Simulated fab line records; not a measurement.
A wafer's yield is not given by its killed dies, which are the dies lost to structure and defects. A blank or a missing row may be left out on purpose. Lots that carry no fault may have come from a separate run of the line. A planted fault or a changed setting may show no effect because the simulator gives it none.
Lot-split experiment	flow sky130	5 lots, 23 wafers read, on a route of 708 steps

THE SPLIT
At SKY_RES_XHIGH_IMPLANT_07, the setting dose_cm2 was moved away from the recipe's 3.6e+14 on 7 of the 23 wafers read, by -5.0% to +2.4%. For the rest of the wafers, this setting stayed at what the recipe calls for.

FROM THE SPLIT TO THE READING: what the file shows between them, 3 steps
- SKY_RES_XHIGH_STRIP_08: strips in O2/N2 (also split here: power_w)
- SKY_SD_N_STRIP_11: strips in O2/N2 (also split here: power_w)
- SKY_SD_N_CLEAN_13: cleans in SC1/SC2, time 150 s

THE READING
RES_XHIGH_RS in ohm/sq, measured at SKY_SD_N_RS_MEAS_18 by four-point-probe. Fault-free wafers of this fab line usually give 333.0 ohm/sq, standard deviation 1.5 ohm/sq.

wafer	tool, chamber at the split	dose_cm2 as run	against the recipe	RES_XHIGH_RS, ohm/sq	against lot-mates on the recipe
L074.1	implanter-03, 0	3.6e+14	recipe	333.2	-
L074.2	implanter-03, 0	3.6e+14	recipe	332.3	-
L074.3	implanter-03, 0	3.421e+14	-5.0%	346.9	+14.2
L074.4	implanter-03, 0	3.6e+14	recipe	332.6	-
L074.5	implanter-03, 0	3.421e+14	-5.0%	347.7	+15.0
L075.1	implanter-04, 0	3.6e+14	recipe	332.6	-
L075.4	implanter-04, 0	3.6e+14	recipe	335.5	-
L075.5	implanter-04, 0	3.6e+14	recipe	333.9	-
L077.1	implanter-03, 0	3.6e+14	recipe	334.7	-
L077.2	implanter-03, 0	3.6e+14	recipe	335.7	-
L077.4	implanter-03, 0	3.6e+14	recipe	335.8	-
L077.5	implanter-03, 0	3.6e+14	recipe	336.0	-
L077.6	implanter-03, 0	3.6e+14	recipe	334.6	-
L080.2	implanter-03, 0	3.453e+14	-4.1%	341.9	+12.3
L080.3	implanter-03, 0	3.453e+14	-4.1%	343.3	+13.7
L080.4	implanter-03, 0	3.6e+14	recipe	330.0	-
L080.5	implanter-03, 0	3.6e+14	recipe	329.2	-
L080.6	implanter-03, 0	3.453e+14	-4.1%	342.9	+13.3
L084.1	implanter-04, 0	3.688e+14	+2.4%	324.5	-6.8
L084.2	implanter-04, 0	3.688e+14	+2.4%	323.0	-8.3
L084.3	implanter-04, 0	3.6e+14	recipe	331.0	-
L084.5	implanter-04, 0	3.6e+14	recipe	330.6	-
L084.6	implanter-04, 0	3.6e+14	recipe	332.2	-

FIT RESULTS
A straight line over all 23 wafers: RES_XHIGH_RS changes by -2.8 ohm/sq for each +1% of dose_cm2; r = -0.94; the points scatter about the line by 2.1 ohm/sq.
The same after taking each lot's own level away (the mean of its wafers on the recipe; 23 wafers): -3.07 ohm/sq for each +1%; r = -0.99; scatter 0.77 ohm/sq.
That fit puts the effect of the largest move of dose_cm2 on the reading at 15 ohm/sq.
The lots' own levels span 329.60 to 335.36 ohm/sq, that is 3.8 times the standard deviation above.
So the lot-to-lot level changes the slope little: the two slopes agree.
Check: +15.6 ohm/sq against its lot-mates is what the line predicts for one of the wafers moved furthest among these (-5.0%) when that wafer is left out of the fit. Against them it came out at +14.2 ohm/sq.

FURTHER SPLITS ON THESE WAFERS
These wafers also went through other splits before the reading. Each is held against what the fit with the lots' levels taken away leaves over:
other split on the same wafers	wafers away from the commonest value	r with RES_XHIGH_RS (lot level and that fit taken away)
SKY_POLY_CUT_COAT_03 resist_thk_nm	8	+0.18
SKY_SD_P_SOFTBAKE_03 temp_c	11	+0.08
SKY_SD_P_EXPOSE_04 dose_mj	11	+0.30
SKY_RES_XHIGH_STRIP_08 power_w	5	+0.01
SKY_SD_N_STRIP_11 power_w	8	-0.25

THE FILE'S OWN FIT
RES_XHIGH_RS changes by -3.05 ohm/sq for each +1% of dose_cm2, r = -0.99.
